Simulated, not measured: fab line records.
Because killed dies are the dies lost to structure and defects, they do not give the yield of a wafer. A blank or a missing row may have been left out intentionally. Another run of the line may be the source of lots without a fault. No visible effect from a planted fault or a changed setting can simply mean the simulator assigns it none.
8D (eight disciplines) problem report, filled in by code / flow gf180mcu / the parts of the form that need people (team, actions taken, sign-off) are left out

## 1. THE ISSUE
tilt deg at GF_VT_IMPLANT_IMPLANT_30 reads a mean of 6.573 degrees on 6 wafers of 2 lots; wafers without a fault read 6.998 degrees with a standard deviation of 0.02. That puts it -21 standard deviations away from the usual mean.
Seen first at day 8 01:14 on implanter-02, wafer L973.2. At this step, 42 wafers from 14 lots have a number in the record. By rule, "out" or "out of limits" means more than 4 standard deviations away from the usual mean. Any other wafer with a number is counted as sound.

## 2. WHAT IT IS, WHAT IT ISN'T
question=which readings at this step | is=tilt deg | is not=-
question=which lots | is=L973, L974 | is not=L968, L969, L970, L971, L975, L983, L986, L987, L988, L989, L990, L991
question=which wafers of those lots | is=all that have a number | is not=-
question=read on which tools | is=implanter-02 | is not=implanter-01, implanter-04
question=when | is=from day 8 01:14 | is not=up to then (12 sound wafers); but 24 sound wafers of L975, L983, L986, L987, L988, L989, L990, L991 came after

## 3. WHAT RULES OUT EACH SUSPECT
Counting: a tool stays on the suspect list if, at a process step up to the reading, it processed all lots that are out and no sound lot following the first of them.
- implanter-02 at GF_VT_IMPLANT_IMPLANT_30: kept. Every lot that is out went through it, starting with L973 (day 8 01:14), and after that it ran no sound lot; the last sound lot it ran before then is L971 (day 7 21:39). Out on those wafers are its own readings of tilt deg.
Left after counting: implanter-02 at GF_VT_IMPLANT_IMPLANT_30.

## 4. THE CAUSE (what the simulator had put in)
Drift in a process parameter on implanter-02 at GF_VT_IMPLANT_IMPLANT_30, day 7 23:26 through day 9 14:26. From 7, the setting tilt deg moved by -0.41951. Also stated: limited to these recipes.
Counting left only this tool.

## 5. THE EFFECT CHAIN, in route order
Rows list readings where the struck wafers' mean (over those with a number) sits beyond 3 standard deviations from the usual. Only readings for which the record gives a usual standard deviation are gone through. hours: the time from each lot's start at the first step in this table that gives one to its start at this step, as a median over the lots. sigmas: the change in usual standard deviations.
hours=0; step=GF_VT_IMPLANT_IMPLANT_30; reading=tilt deg; usual=6.998 degrees; on struck wafers=6.573; change=-0.425; sigmas=-21
It contains these process steps:
- GF_VT_IMPLANT_IMPLANT_30
Later steps that measure or inspect, where all struck wafers having a row at the step show a number for every such reading and not one has moved that far: GF_HV_LDD_CD_MEAS_31.

## 6. WHAT WOULD HAVE CAUGHT IT SOONER
2 hours passed between the start of the fault at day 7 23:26 and the first reading out of limits in this record, taken at day 8 01:14.
